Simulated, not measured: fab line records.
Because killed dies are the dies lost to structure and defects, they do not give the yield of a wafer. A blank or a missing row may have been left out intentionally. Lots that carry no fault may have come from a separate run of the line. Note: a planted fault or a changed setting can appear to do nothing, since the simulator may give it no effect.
The tool behind it: which one? | flow sky130 | Sampling: 13 lots, 39 wafers, 2 of 708 route steps

== WHAT EACH GAUGE READ, for each wafer ==
SKY_LOCAL_INTERCONNECT_CD_MEAS_11 targets a cd of 170 nm. Usual: cd_nm 169.7 nm, standard deviation 1.6.
lot  | measured     | on        | cd_nm (nm)        | flag
L969 | day 29 16:56 | cd_sem-02 | 170.3 171.8 170.2 |
L970 | day 30 08:59 | cd_sem-02 | 168.4 169.0 169.1 |
L971 | day 30 19:10 | cd_sem-02 | 169.7 168.9 168.9 |
L973 | day 31 16:26 | cd_sem-02 | 171.2 173.2 173.0 |
L974 | day 31 20:43 | cd_sem-01 | 169.3 168.0 168.2 |
L975 | day 32 03:25 | cd_sem-02 | 165.6 167.9 169.0 |
L976 | day 32 13:43 | cd_sem-01 | 170.1 168.9 168.9 |
L977 | day 32 22:22 | cd_sem-02 | 171.6 171.7 171.1 |
L978 | day 33 10:01 | cd_sem-02 | 170.0 169.3 170.4 |
L979 | day 33 14:56 | cd_sem-02 | 166.4 167.6 168.4 |
L987 | day 36 01:04 | cd_sem-02 | 168.0 167.3 169.6 |
L988 | day 36 12:56 | cd_sem-01 | 170.7 169.9 169.4 |
L989 | day 36 21:43 | cd_sem-01 | 169.3 169.2 169.3 |

== WHICH TOOL RAN EACH LOT (tool, then ch and the chambers of the sampled wafers, then the start) ==
lot  | SKY_LI_CONTACT_CVD_21
L969 | cvd_w-01 ch 0,1, day 28 12:02
L970 | cvd_w-02 ch 0,1, day 29 03:11
L971 | cvd_w-02 ch 0,1, day 29 13:54
L973 | cvd_w-02 ch 0,1, day 30 11:47
L974 | cvd_w-02 ch 0,1, day 30 15:40
L975 | cvd_w-01 ch 1, day 30 22:25
L976 | cvd_w-01 ch 0,1, day 31 08:50
L977 | cvd_w-02 ch 0,1, day 31 17:28
L978 | cvd_w-01 ch 0,1, day 32 05:23
L979 | cvd_w-01 ch 0, day 32 10:29
L987 | cvd_w-01 ch 0,1, day 34 22:29
L988 | cvd_w-01 ch 0,1, day 35 09:33
L989 | cvd_w-02 ch 0,1, day 35 19:38
- SKY_LI_CONTACT_CVD_21: deposits W, target thk 400 nm, time 120.56 s.

== WHAT THE TOOLS THEMSELVES READ (means of the sampled wafers that have a number; where no wafer has one, the mark that the record gives instead) ==
SKY_LI_CONTACT_CVD_21. Usual: heater_power_w 784 W, standard deviation 39.
lot  | tool     | heater_power_w (W) | flag
L969 | cvd_w-01 | 804                |
L970 | cvd_w-02 | 746                |
L971 | cvd_w-02 | 743                |
L973 | cvd_w-02 | 747                |
L974 | cvd_w-02 | 780                |
L975 | cvd_w-01 | 827                |
L976 | cvd_w-01 | 805                |
L977 | cvd_w-02 | 748                |
L978 | cvd_w-01 | 820                |
L979 | cvd_w-01 | 826                |
L987 | cvd_w-01 | 808                |
L988 | cvd_w-01 | 814                |
L989 | cvd_w-02 | 748                |

== THE ANSWER, worked out from the rows above alone ==
Rule: a lot is off if the mean of its wafers that have a number lies more than 3 standard deviations from the usual mean. Also off: a lot with no number at a reading for which 4 or more lots have one. All remaining lots with rows at the step are treated as sound. First the gauges in route order, then the tools' own readings, where a lot's mean is used as printed above. At the first step where some lot is off, the reading lying furthest off is the one used; lots without a number count as furthest.
None of the lots is off at any reading shown; this tells nothing.

== WHAT THE SIMULATOR HAD INSERTED ==
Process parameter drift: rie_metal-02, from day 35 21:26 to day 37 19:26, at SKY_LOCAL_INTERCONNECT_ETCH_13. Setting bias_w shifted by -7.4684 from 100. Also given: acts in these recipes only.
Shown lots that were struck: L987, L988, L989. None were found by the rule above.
